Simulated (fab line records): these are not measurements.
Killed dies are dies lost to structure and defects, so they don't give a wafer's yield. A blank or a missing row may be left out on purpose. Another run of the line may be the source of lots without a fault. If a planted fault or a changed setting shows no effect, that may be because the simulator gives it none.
fab line records ; flow sky130
record: lots: 6; wafers: 18; last-day: 50
route steps=708 shown VT_ADJUST_PCH@145 SONOS_TUNNEL@154 PAD_OPEN@708
lots with no fault: from the same line, run without faults
start-h: hours from the record's first day to the start of the lot's first wafer shown ; wait-h: hours elapsed since this lot's preceding step ; " the same as in the row above ; L1.1+2: a single row standing in for several wafers ; - no value, or no start was given ; * or withheld: withheld ; < > ~ a bound
route shown NAME@n: NAME is a module with steps in the file, n the number in the route of the first one ; usual: mean and standard deviation over wafers with no fault ; same: alike in all rows ; chamber/n: place in a boat ; sites: per-site readings ; _std_site: standard deviation of those values ; _edge_site: inner sites' mean taken away from outer sites' mean ; radius-mm: for every site, how far away it sits from the centre of the wafer ; mask NAME#n: copy n ; behind: the tool/chamber that last shaped the wafer ; hold: reason for holding the lot/hours on hold/outcome of the hold ; device: whichever transistor did not switch (one of n, p or np) ; end of line: the route-end tests of the same wafers ; a step without rows: its recipe alone ; killed: dies that structure and defects cost at the first sort, which is not the same as the wafer's yield ; map: dies across one wafer; x = killed, . = not, _ = none there
set.NAME: the setting the step ran with; set.NAME@STEP: the setting that earlier step ran with ; model.NAME: the simulator's own value behind a step, which no gauge read
lots at some steps of the route; a table a step, a row a wafer
services: when a tool's chamber went out of use (start-h, in hours from the record's first day, below 0 if earlier), for how many hours, and the reason
== steps ==
step: SKY_VT_ADJUST_PCH_COAT_02
recipe: spin-rpm: 2000; resist-thk-nm: 3000
step: SKY_VT_ADJUST_PCH_SOFTBAKE_03
recipe: temp-c: 110; time-s: withheld
step: SKY_VT_ADJUST_PCH_EXPOSE_04
recipe: mask-id: NWM; na: 0.6; source-shape: conventional; sigma-outer: 0.6; polarization: unpolarized; target-cd-nm: 840; dose-mj: 255
step: SKY_VT_ADJUST_PCH_PEB_05
recipe: temp-c: 115; time-s: withheld
step: SKY_VT_ADJUST_PCH_DEVELOP_06
recipe: wall-angle-deg: 90; developer: TMAH; develop-time-s: 60; dev-temp-c: 23
step: SKY_VT_ADJUST_PCH_OVL_MEAS_07
usual: VT_ADJUST_PCH_OVL: 0.3/1.1
lot.wafer;tool;chamber;start-h;wait-h;VT_ADJUST_PCH_OVL[nm]
L870.1;overlay-02;-;244.52;-;-1.4
L870.4;overlay-02;-;244.52;-;-0.4
L870.6;overlay-02;-;244.52;-;0.3
L877.1;overlay-01;-;296.04;-;1.5
L877.3;overlay-01;-;296.04;-;1.8
L877.4;overlay-01;-;296.04;-;1.6
L880.3;overlay-02;-;318.48;-;0.7
L880.4;overlay-02;-;318.48;-;0.9
L880.6;overlay-02;-;318.48;-;1.7
L881.1;overlay-02;-;324.84;-;-1.3
L881.2;overlay-02;-;324.84;-;0.0
L881.5;overlay-02;-;324.84;-;0.2
L883.4;overlay-02;-;342.14;-;0.0
L883.5;overlay-02;-;342.14;-;0.1
L883.6;overlay-02;-;342.14;-;1.7
L887.1;overlay-02;-;373.94;-;1.7
L887.2;overlay-02;-;373.94;-;0.6
L887.4;overlay-02;-;373.94;-;-0.1
step: SKY_VT_ADJUST_PCH_IMPLANT_08
recipe: species: B; energy-kev: 10; dose-cm2: 5e+11; tilt-deg: withheld
step: SKY_VT_ADJUST_PCH_STRIP_09
recipe: chemistry: O2/N2; power-w: 1400; pressure-mtorr: 1500; platen-temp-c: withheld; o2-flow-sccm: 3000; n2-flow-sccm: 300; overash-fraction: 0.5
usual: drypump-motor-current-A: 6.0/0.46; o2-flow-sccm: 3001/8.7; oes-product-au: 0.723/0.0044; strip-time-to-endpoint-s: 36.94/0.09
lot.wafer;tool;chamber;start-h;wait-h;drypump-motor-current-A;o2-flow-sccm;oes-product-au;rf-hours-counter-h;strip-time-to-endpoint-s
L870.1;plasma-asher-03;1;244.70;0.1;5.4;2988;0.723;52;37.05
L870.4;plasma-asher-03;1;244.70;0.1;5.5;3000;0.723;-;37.05
L870.6;plasma-asher-03;0;244.70;0.1;6.6;3005;0.723;-;36.92
L877.1;plasma-asher-02;0;296.22;0.1;6.3;3014;0.727;19;36.88
L877.3;plasma-asher-02;1;296.22;0.1;5.8;3014;0.724;-;36.93
L877.4;plasma-asher-02;0;296.22;0.1;6.3;3000;0.726;-;36.82
L880.3;plasma-asher-01;1;318.69;0.1;6.0;2992;0.718;-;36.87
L880.4;plasma-asher-01;0;318.69;0.1;5.8;2993;0.725;-;36.80
L880.6;plasma-asher-01;1;318.69;0.1;6.0;2979;0.722;-;36.94
L881.1;plasma-asher-03;0;325.02;0.1;6.6;2992;0.725;61;36.86
L881.2;plasma-asher-03;1;325.02;0.1;5.4;3013;0.717;61;36.92
L881.5;plasma-asher-03;1;325.02;0.1;5.4;3009;0.723;-;36.87
L883.4;plasma-asher-02;1;342.34;0.1;5.8;3004;0.721;-;37.08
L883.5;plasma-asher-02;0;342.34;0.1;6.3;2995;0.726;-;37.03
L883.6;plasma-asher-02;1;342.34;0.1;5.8;3008;0.720;-;37.00
L887.1;plasma-asher-02;1;374.12;0.1;5.8;3002;0.724;26;36.98
L887.2;plasma-asher-02;0;374.12;0.1;6.3;2995;0.726;26;37.04
L887.4;plasma-asher-02;0;374.12;0.1;6.4;3001;0.721;-;37.06
step: SKY_VT_ADJUST_PCH_TW_MEAS_10
usual: VT_ADJUST_PCH_TW: 142.2/2.3
lot.wafer;tool;chamber;start-h;wait-h;VT_ADJUST_PCH_TW
L870.1;film-metro-02;-;244.80;0.1;145.7
L870.4;film-metro-02;-;244.80;0.1;144.9
L870.6;film-metro-02;-;244.80;0.1;145.5
L877.1;film-metro-03;-;296.32;0.1;139.6
L877.3;film-metro-03;-;296.32;0.1;140.0
L877.4;film-metro-03;-;296.32;0.1;139.9
L880.3;film-metro-02;-;318.77;0.1;143.7
L880.4;film-metro-02;-;318.77;0.1;143.9
L880.6;film-metro-02;-;318.77;0.1;144.4
L881.1;film-metro-02;-;325.12;0.1;144.2
L881.2;film-metro-02;-;325.12;0.1;144.2
L881.5;film-metro-02;-;325.12;0.1;144.4
L883.4;film-metro-04;-;342.43;0.1;141.4
L883.5;film-metro-04;-;342.43;0.1;140.6
L883.6;film-metro-04;-;342.43;0.1;140.2
L887.1;film-metro-03;-;374.22;0.1;139.6
L887.2;film-metro-03;-;374.22;0.1;140.6
L887.4;film-metro-03;-;374.22;0.1;139.6
step: SKY_SONOS_TUNNEL_DEHYDRATE_00
recipe: temp-c: 200; time-s: 60
step: SKY_SONOS_TUNNEL_HMDS_01
recipe: prime-time-s: 60; prime-temp-c: 120
step: SKY_SONOS_TUNNEL_COAT_02
recipe: resist: NOVOLAK; spin-rpm: 3000; resist-thk-nm: 1140
step: SKY_SONOS_TUNNEL_SOFTBAKE_03
recipe: temp-c: 90; time-s: 60; resist: NOVOLAK
usual: heater-power-total-W: 56.60/0.044; plate-temp-C: 89.99/0.15
lot.wafer;tool;chamber;start-h;wait-h;heater-power-total-W;plate-temp-C
L870.1;litho-track-01;0;256.99;0.1;56.53;89.65
L870.4;litho-track-01;0;256.99;0.1;56.54;89.68
L870.6;litho-track-01;0;256.99;0.1;56.61;89.92
L877.1;litho-track-02;0;308.54;0.1;56.55;89.97
L877.3;litho-track-02;0;308.54;0.1;56.58;89.91
L877.4;litho-track-02;0;308.54;0.1;56.55;89.90
L880.3;litho-track-02;0;331.19;0.1;54.67;87.82
L880.4;litho-track-02;0;331.19;0.1;54.70;87.69
L880.6;litho-track-02;0;331.19;0.1;54.56;88.07
L881.1;litho-track-02;0;338.29;0.1;54.58;87.79
L881.2;litho-track-02;0;338.29;0.1;54.67;87.73
L881.5;litho-track-02;0;338.29;0.1;54.65;87.65
L883.4;litho-track-03;0;356.59;0.1;56.61;89.92
L883.5;litho-track-03;0;356.59;0.1;56.65;90.14
L883.6;litho-track-03;0;356.59;0.1;56.58;89.84
L887.1;litho-track-03;0;387.67;0.1;56.62;90.04
L887.2;litho-track-03;0;387.67;0.1;56.62;89.91
L887.4;litho-track-03;0;387.67;0.1;56.66;89.99
step: SKY_SONOS_TUNNEL_EXPOSE_04
recipe: mask-id: TUNM; na: 0.6; source-shape: conventional; sigma-outer: 0.6; polarization: unpolarized; target-cd-nm: 410; dose-mj: 136
step: SKY_SONOS_TUNNEL_PEB_05
recipe: temp-c: withheld; time-s: *; resist: NOVOLAK
step: SKY_SONOS_TUNNEL_DEVELOP_06
recipe: resist: NOVOLAK; developer: TMAH; develop-time-s: 60; dev-temp-c: 22.63
usual: developer-temp-C: 22.63/0.12
lot.wafer;tool;chamber;start-h;wait-h;developer-temp-C;model.NOVOLAK_of_SONOS_TUNNEL_COAT_02.thk-nm
L870.1;litho-track-01;0;269.14;0.1;22.79;1139
L870.4;litho-track-01;0;269.14;0.1;22.71;1138
L870.6;litho-track-01;0;269.14;0.1;22.83;1139
L877.1;litho-track-02;0;321.19;0.1;22.68;1147
L877.3;litho-track-02;0;321.19;0.1;22.54;1149
L877.4;litho-track-02;0;321.19;0.1;22.65;1148
L880.3;litho-track-01;0;344.99;0.1;22.67;1154
L880.4;litho-track-01;0;344.99;0.1;22.74;1151
L880.6;litho-track-01;0;344.99;0.1;22.62;1152
L881.1;litho-track-01;0;351.84;0.1;22.54;1147
L881.2;litho-track-01;0;351.84;0.1;22.62;1152
L881.5;litho-track-01;0;351.84;0.1;22.67;1144
L883.4;litho-track-03;0;370.64;0.1;22.61;1143
L883.5;litho-track-03;0;370.64;0.1;22.50;1142
L883.6;litho-track-03;0;370.64;0.1;22.67;1143
L887.1;litho-track-03;0;401.67;0.1;22.73;1137
L887.2;litho-track-03;0;401.67;0.1;22.78;1140
L887.4;litho-track-03;0;401.67;0.1;22.78;1140
step: SKY_SONOS_TUNNEL_CD_MEAS_07
recipe: target-cd-nm: 410
usual: cd-nm: 410.2/2.5
lot.wafer;tool;chamber;start-h;wait-h;cd-nm
L870.1;cd-sem-01;-;269.29;0.1;411.1
L870.4;cd-sem-01;-;269.29;0.1;411.6
L870.6;cd-sem-01;-;269.29;0.1;411.2
L877.1;cd-sem-01;-;321.34;0.1;405.4
L877.3;cd-sem-01;-;321.34;0.1;405.6
L877.4;cd-sem-01;-;321.34;0.1;407.3
L880.3;cd-sem-02;-;345.13;0.1;403.4
L880.4;cd-sem-02;-;345.13;0.1;404.4
L880.6;cd-sem-02;-;345.13;0.1;405.7
L881.1;cd-sem-01;-;351.99;0.1;407.8
L881.2;cd-sem-01;-;351.99;0.1;406.7
L881.5;cd-sem-01;-;351.99;0.1;408.2
L883.4;cd-sem-01;-;370.78;0.1;408.6
L883.5;cd-sem-01;-;370.78;0.1;409.6
L883.6;cd-sem-01;-;370.78;0.1;409.7
L887.1;cd-sem-01;-;401.82;0.1;408.6
L887.2;cd-sem-01;-;401.82;0.1;409.6
L887.4;cd-sem-01;-;401.82;0.1;408.3
step: SKY_PAD_OPEN_PROBE_99
usual: killed_at_M0_to_M3: 43/6.8; killed_at_M4_up: 3.1/1.8; killed-at-contacts: 25/5.8; killed-at-front-end: 15/4.2; killed-at-other: 0.3/0.5; killed-dies: 87/9.7; killed-on-rim: 17/4.1; killed-open: 47/7.3; killed-short: 39/6.6
same: gross-dies: 492; killed-at-back-side: 0
lot.wafer;tool;chamber;start-h;wait-h;killed_at_M0_to_M3;killed_at_M4_up;killed-at-contacts;killed-at-front-end;killed-at-other;killed-dies;killed-on-rim;killed-open;killed-short
L870.1;prober-01;-;1098.24;0.1;36;2;26;16;0;80;18;50;30
L870.4;prober-01;-;1098.39;0.2;42;3;21;15;1;82;23;40;42
L870.6;prober-01;-;1098.49;0.2;48;0;25;14;1;88;11;47;41
L877.1;prober-02;-;1132.49;0.1;44;1;29;11;0;85;13;47;38
L877.3;prober-02;-;1132.59;0.2;44;1;22;12;0;79;19;44;35
L877.4;prober-02;-;1132.64;0.2;41;2;28;12;0;83;17;47;36
L880.3;prober-02;-;1155.66;0.2;40;5;31;11;0;87;12;44;43
L880.4;prober-02;-;1155.71;0.2;48;3;32;13;0;96;18;49;47
L880.6;prober-02;-;1155.81;0.2;56;3;31;15;0;105;17;53;52
L881.1;prober-01;-;1155.68;0.1;52;0;27;20;0;99;15;49;50
L881.2;prober-01;-;1155.73;0.1;51;1;21;18;1;92;21;51;41
L881.5;prober-01;-;1155.88;0.2;59;4;21;16;0;100;28;48;52
L883.4;prober-01;-;1173.89;0.2;37;1;20;17;1;76;11;42;34
L883.5;prober-01;-;1173.94;0.2;34;4;21;15;0;74;17;41;33
L883.6;prober-01;-;1173.99;0.2;27;5;18;11;0;61;14;35;26
L887.1;prober-02;-;1189.90;0.1;46;3;27;10;0;86;23;54;32
L887.2;prober-02;-;1189.95;0.1;54;4;22;18;0;98;18;48;50
L887.4;prober-02;-;1190.05;0.2;37;5;19;24;2;87;18;45;42
killed by level:class
L870.1 VIA1:geometric-particle:open=12 LI_CONTACT:geometric-particle:open=10 CONTACT:geometric-particle:open=9 VIA3:geometric-particle:open=8 POLY_GATE:geometric-particle:short=4 VIA1:geometric-particle:short=4 METAL2:geometric-particle:short=4 FIELD_ISO:geometric-particle:open=3
L870.4 VIA3:geometric-particle:open=9 VIA1:geometric-particle:open=9 CONTACT:geometric-particle:short=8 VIA1:geometric-particle:short=7 CONTACT:geometric-particle:open=6 FIELD_ISO:geometric-particle:open=4 VIA2:geometric-particle:open=4 FIELD_ISO:geometric-particle:short=3
L870.6 VIA1:geometric-particle:open=13 METAL2:geometric-particle:short=10 CONTACT:geometric-particle:open=8 VIA1:geometric-particle:short=6 VIA2:geometric-particle:open=6 LI_CONTACT:geometric-particle:open=5 LOCAL_INTERCONNECT:geometric-particle:short=5 POLY_GATE:geometric-particle:open=4
L877.1 CONTACT:geometric-particle:open=15 VIA1:geometric-particle:open=11 METAL2:geometric-particle:short=6 VIA2:geometric-particle:open=6 LI_CONTACT:geometric-particle:open=5 METAL1:geometric-particle:short=5 FIELD_ISO:geometric-particle:short=4 LI_CONTACT:geometric-particle:short=4
L877.3 CONTACT:geometric-particle:open=9 VIA1:geometric-particle:open=9 VIA3:geometric-particle:open=9 METAL2:geometric-particle:short=6 VIA2:geometric-particle:open=6 FIELD_ISO:geometric-particle:open=5 CONTACT:geometric-particle:short=5 LI_CONTACT:geometric-particle:short=4
L877.4 VIA1:geometric-particle:open=12 LI_CONTACT:geometric-particle:open=8 LI_CONTACT:geometric-particle:short=7 VIA2:geometric-particle:open=7 CONTACT:geometric-particle:open=6 VIA1:geometric-particle:short=6 METAL2:geometric-particle:short=5 VIA3:geometric-particle:open=4
L880.3 CONTACT:geometric-particle:open=9 METAL2:geometric-particle:short=8 LI_CONTACT:geometric-particle:open=8 VIA1:geometric-particle:open=7 METAL1:geometric-particle:short=6 LI_CONTACT:geometric-particle:short=5 CONTACT:geometric-particle:short=5 POLY_GATE:geometric-particle:open=4
L881.1 VIA1:geometric-particle:open=21 CONTACT:geometric-particle:open=7 FIELD_ISO:geometric-particle:short=6 LI_CONTACT:geometric-particle:open=6 LOCAL_INTERCONNECT:geometric-particle:short=6 CONTACT:geometric-particle:short=6 METAL1:geometric-particle:short=6 METAL2:geometric-particle:short=6
L880.4 VIA1:geometric-particle:open=12 CONTACT:geometric-particle:short=10 LI_CONTACT:geometric-particle:open=8 VIA2:geometric-particle:open=6 METAL1:geometric-particle:short=6 VIA3:geometric-particle:open=6 METAL2:geometric-particle:short=5 LI_CONTACT:geometric-particle:short=5
L881.2 VIA1:geometric-particle:open=16 CONTACT:geometric-particle:open=8 VIA3:geometric-particle:open=7 POLY_GATE:geometric-particle:short=6 METAL1:geometric-particle:short=5 METAL2:geometric-particle:short=5 FIELD_ISO:geometric-particle:open=4 LOCAL_INTERCONNECT:geometric-particle:short=4
L880.6 VIA1:geometric-particle:open=15 VIA3:geometric-particle:open=11 CONTACT:geometric-particle:open=9 METAL2:geometric-particle:short=9 LI_CONTACT:geometric-particle:short=6 LI_CONTACT:geometric-particle:open=6 VIA1:geometric-particle:short=6 VIA2:geometric-particle:open=6
L881.5 METAL2:geometric-particle:short=11 VIA1:geometric-particle:open=9 CONTACT:geometric-particle:open=9 FIELD_ISO:geometric-particle:short=8 VIA2:geometric-particle:open=8 METAL1:geometric-particle:short=7 METAL3:geometric-particle:short=5 VIA1:geometric-particle:short=5
L883.4 METAL2:geometric-particle:short=7 VIA2:geometric-particle:open=7 VIA1:geometric-particle:open=5 LI_CONTACT:geometric-particle:open=5 CONTACT:geometric-particle:short=5 CONTACT:geometric-particle:open=5 VIA1:geometric-particle:short=5 FIELD_ISO:geometric-particle:open=4
L883.5 VIA1:geometric-particle:open=7 LI_CONTACT:geometric-particle:open=7 VIA3:geometric-particle:open=7 FIELD_ISO:geometric-particle:short=5 CONTACT:geometric-particle:open=5 METAL3:geometric-particle:short=5 METAL2:geometric-particle:short=4 FIELD_ISO:geometric-particle:open=3
L883.6 VIA2:geometric-particle:open=10 CONTACT:geometric-particle:open=7 FIELD_ISO:geometric-particle:open=5 METAL4:geometric-particle:short=5 LI_CONTACT:geometric-particle:open=3 LOCAL_INTERCONNECT:geometric-particle:short=3 VIA1:geometric-particle:open=3 VIA3:geometric-particle:open=3
L887.1 CONTACT:geometric-particle:open=13 VIA1:geometric-particle:open=11 METAL1:geometric-particle:short=9 METAL2:geometric-particle:short=6 VIA3:geometric-particle:open=6 LOCAL_INTERCONNECT:geometric-particle:short=5 FIELD_ISO:geometric-particle:open=4 POLY_GATE:geometric-particle:open=4
L887.2 VIA1:geometric-particle:open=13 METAL2:geometric-particle:short=8 METAL1:geometric-particle:short=8 VIA3:geometric-particle:open=7 LI_CONTACT:geometric-particle:open=6 VIA1:geometric-particle:short=5 POLY_GATE:geometric-particle:open=5 POLY_GATE:geometric-particle:short=5
L887.4 VIA1:geometric-particle:open=10 FIELD_ISO:geometric-particle:short=6 POLY_GATE:geometric-particle:open=6 CONTACT:geometric-particle:open=6 VIA3:geometric-particle:open=6 FIELD_ISO:geometric-particle:open=5 LI_CONTACT:geometric-particle:open=5 CONTACT:geometric-particle:short=5
== services ==
tool;chamber;start-h;hours;kind
plasma-asher-02;-;303.73;8.0;repair
plasma-asher-01;-;362.83;4.4;repair
plasma-asher-02;-;382.35;14.6;pm
== key ==
first-sign: step: SKY_SONOS_TUNNEL_SOFTBAKE_03; reading: heater-power-total-W; direction: down; sigmas: 45; usual: *; struck: *
effect: step: SKY_SONOS_TUNNEL_SOFTBAKE_03; reading: plate-temp-C; direction: down; sigmas: 15; usual: *; struck: *
model-effect: step: SKY_SONOS_TUNNEL_DEVELOP_06; value: NOVOLAK_of_SONOS_TUNNEL_COAT_02.thk-nm; without: 1143; struck: 1150
met-at SKY_SONOS_TUNNEL_SOFTBAKE_03
struck-wafers L880.3,L880.4,L880.6,L881.1,L881.2,L881.5
tester-left-out L880,L881
onset-between 308.54 331.19
fault: kind: process-parameter-drift; tool: litho-track-02; chamber: -; onset-h: 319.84; steps: SKY_SONOS_TUNNEL_SOFTBAKE_03; channel: temp-c; offset: *; shape: step; end-h: 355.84; acts-in: *; stated: *
tester-left-out: of these lots the tester's yield and bins aren't shown, on N5 and GAA mostly nor the transistor test; their killed dies are dies lost to structure and defects alone, not to doping, threshold or leakage, so they don't give the yield
